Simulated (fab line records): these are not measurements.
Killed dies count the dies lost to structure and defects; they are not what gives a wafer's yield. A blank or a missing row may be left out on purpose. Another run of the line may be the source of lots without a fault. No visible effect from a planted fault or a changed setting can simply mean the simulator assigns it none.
A lot that was struck, set against a sound lot | flow sky130 | 16 out of 708 route steps
Sound: wafers L292.1, L292.4, L292.5. Struck: wafers L303.2, L303.3, L303.5. The cause is named last.
Per side, at each step with rows, come the tool, then ch with its chambers, and then its first start. Under that, the readings that differ: sound wafers | struck wafers | difference of the means | sigmas: that difference in standard deviations of wafers without a fault.
alike: readings with means less than 2 such deviations apart, plus words and numbers identical on both sides. not compared: withheld readings, readings lacking a value on some wafer, bounds such as >300 that could conceal the same value, and numbers that have no deviation in the record and whose values overlap.
The two part at a step that has a row with sigmas, a row that says differs or no value, or rows on one side only. Numbers that have no deviation but don't overlap get no sigmas and don't part them. Lack of a reading on every wafer of one side parts them only where that side has two or more wafers.

first, 3 steps without rows for these wafers: SKY_FIELD_ISO_EXPOSE_10 (exposes mask FOM, target cd 150 nm); SKY_FIELD_ISO_PEB_11; SKY_FIELD_ISO_DEVELOP_12 (develop time 60 s).
SKY_FIELD_ISO_CD_MEAS_13: the cd target is 150 nm.
  sound on cd_sem-02 at day 3 21:38; struck on cd_sem-01 at day 6 03:34
  alike: cd_nm
SKY_FIELD_ISO_ETCH_14: etches BARC in N2/H2, stops on SiO2, time 45.9 s, target depth 60 nm.
  sound on rie_diel-01 ch 1,2, day 3 21:45; struck on rie_diel-01 ch 1,2, day 6 03:40
  alike: drypump_motor_current_A, oes_product_au, throttle_valve_pct
  not compared: rf_hours_counter_h
SKY_FIELD_ISO_ETCH_15: etches the open film in CHF3/O2, stops on Si, target depth 180 nm, time 72 s.
  sound on rie_diel-01 ch 1,2, day 3 21:47; struck on rie_diel-01 ch 1,2, day 6 03:43
  alike: O2_flow_sccm, drypump_motor_current_A, oes_product_au, throttle_valve_pct
  not compared: rf_hours_counter_h
SKY_FIELD_ISO_STRIP_16: strips in O2/N2.
  sound on plasma_asher-02 ch 0, day 3 21:51; struck on plasma_asher-02 ch 0,1, day 6 03:46
  alike: drypump_motor_current_A, oes_product_au, strip_time_to_endpoint_s
  not compared: rf_hours_counter_h
SKY_FIELD_ISO_ETCH_17: etches Si in HBr/Cl2/O2, target depth 342 nm, time 97.7 s.
  sound on rie_si-01 ch 0,2,3, day 3 21:57; struck on rie_si-01 ch 1,3, day 6 03:52
  alike: O2_flow_sccm, drypump_motor_current_A, oes_product_au, throttle_valve_pct
  not compared: rf_hours_counter_h
then, 4 steps without rows for these wafers: SKY_FIELD_ISO_WET_ETCH_18 (etches Si3N4 in H3PO4, target depth 25 nm, time 286 s); SKY_FIELD_ISO_CLEAN_19 (cleans in SC1/SC2, time 150 s); SKY_FIELD_ISO_CLEAN_20 (cleans in dHF, time 20 s); SKY_FIELD_ISO_WET_ETCH_21 (etches SiO2 in dHF, target depth 20 nm, time 400 s).
SKY_FIELD_ISO_OXIDATION_22: stabilise 600 s, purge 300 s, target thk 10 nm.
  sound on furnace-02 ch 0, day 3 22:50; struck on furnace-02 ch 0, day 6 08:55
  reading                                          | sound             | struck           | difference | sigmas
  model.SiO2_of_FIELD_ISO_OXIDATION_22.thk_nm (nm) | 10.04 9.863 9.912 | 4.465 4.464 4.46 | -5.475     |
SKY_FIELD_ISO_THK_MEAS_23:
  sound on film_metro-02 at day 4 00:00; struck on film_metro-04 at day 6 10:05
  reading                         | sound           | struck         | difference | sigmas
  FIELD_ISO_OXIDATION_01_THK (nm) | 10.05 9.84 9.93 | 4.48 4.48 4.47 | -5.46      | -29
then, 1 step without rows for these wafers: SKY_FIELD_ISO_CVD_24 (deposits SiO2, target thk 595 nm, time 99.2 s).
-- a jump in the record: the struck wafers' starts before and after are 44 days apart (it breaks off in module FIELD_ISO and resumes in module PAD_OPEN, where the first step shown is number 708 of the route) --
SKY_PAD_OPEN_PROBE_99:
  sound on prober-02 at day 47 18:26; struck on prober-01 at day 50 04:47
  reading                                          | sound               | struck               | difference | sigmas
  killed_at_contacts                               | 25 18 20            | 34 32 31             | +11        | +2
  killed_at_other                                  | 0 0 0               | 1 1 1                | +1         | +2
  killed_dies                                      | 77 73 87            | 96 93 110            | +21        | +2
  killed_open                                      | 34 42 42            | 58 56 56             | +17        | +3
  model.etest.diode_pdiff_fingers.leak_log10_a_cm2 | -6.521 -6.58 -6.546 | -5.934 -6.111 -6.148 | +0.485     |
  model.etest.sram_nfet_pass.off_log10_a_um        | -12.97 -12.6 -13.02 | -11.97 -12.4 -12.35  | +0.62      |
  alike: killed_at_M0_to_M3, killed_at_M4_up, killed_at_front_end, killed_short
  not compared: model.etest.diode_ndiff_fingers.leak_log10_a_cm2, model.etest.nfet_01v8.off_log10_a_um

== WHERE THEY PART ==
Earliest at SKY_FIELD_ISO_THK_MEAS_23; latest, in this record, at SKY_PAD_OPEN_PROBE_99.

WHY: the cause the simulator had injected
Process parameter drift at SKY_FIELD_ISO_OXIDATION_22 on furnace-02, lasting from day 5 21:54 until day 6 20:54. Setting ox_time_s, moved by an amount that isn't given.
